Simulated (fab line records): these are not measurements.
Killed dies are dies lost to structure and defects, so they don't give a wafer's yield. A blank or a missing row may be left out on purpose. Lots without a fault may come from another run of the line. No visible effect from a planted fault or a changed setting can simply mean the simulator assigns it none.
The tool behind it: which one?    flow sky130    route of 708 steps, sampled at 1 step: 6 lots, 18 wafers

## WHAT THE GAUGES SHOWED, per wafer
SKY_NWELL_OVL_MEAS_10.
lot   measured      on          NWELL_00_OVL (nm)
L338  day 5 02:09   overlay-02  -0.8 0.2 1.6
L348  day 7 10:45   overlay-01  -1.0 -1.0 -3.2
L350  day 7 22:22   overlay-01  0.4 0.1 1.3
L352  day 8 10:53   overlay-01  2.0 2.3 2.0
L354  day 8 20:30   overlay-02  0.1 -0.6 -1.1
L358  day 10 04:16  overlay-01  1.4 -2.0 0.6

## EACH LOT AND THE TOOL THAT RAN IT (in order: tool; ch and the chambers of the sampled wafers; start)
The record holds no process step before these readings.

## THE ANSWER, worked out from the rows above alone
Rule: the lots themselves supply what counts as usual. Put in order of their means at a reading, lots are off if they are a third of the lots or fewer, leave a main group of 4 or more, and stand apart from it by a gap of 3 or more times the standard deviation of the main group's means; of several such gaps the widest counts. A main group is skipped when, at the precision printed for the reading in the tables above, its means are all equal. Also off: a lot with no number at a reading for which 4 or more lots have one. The other lots that the step has rows for count as sound.
None of the lots is off at any reading shown; this tells nothing.

## WHAT WAS PUT IN BY THE SIMULATOR
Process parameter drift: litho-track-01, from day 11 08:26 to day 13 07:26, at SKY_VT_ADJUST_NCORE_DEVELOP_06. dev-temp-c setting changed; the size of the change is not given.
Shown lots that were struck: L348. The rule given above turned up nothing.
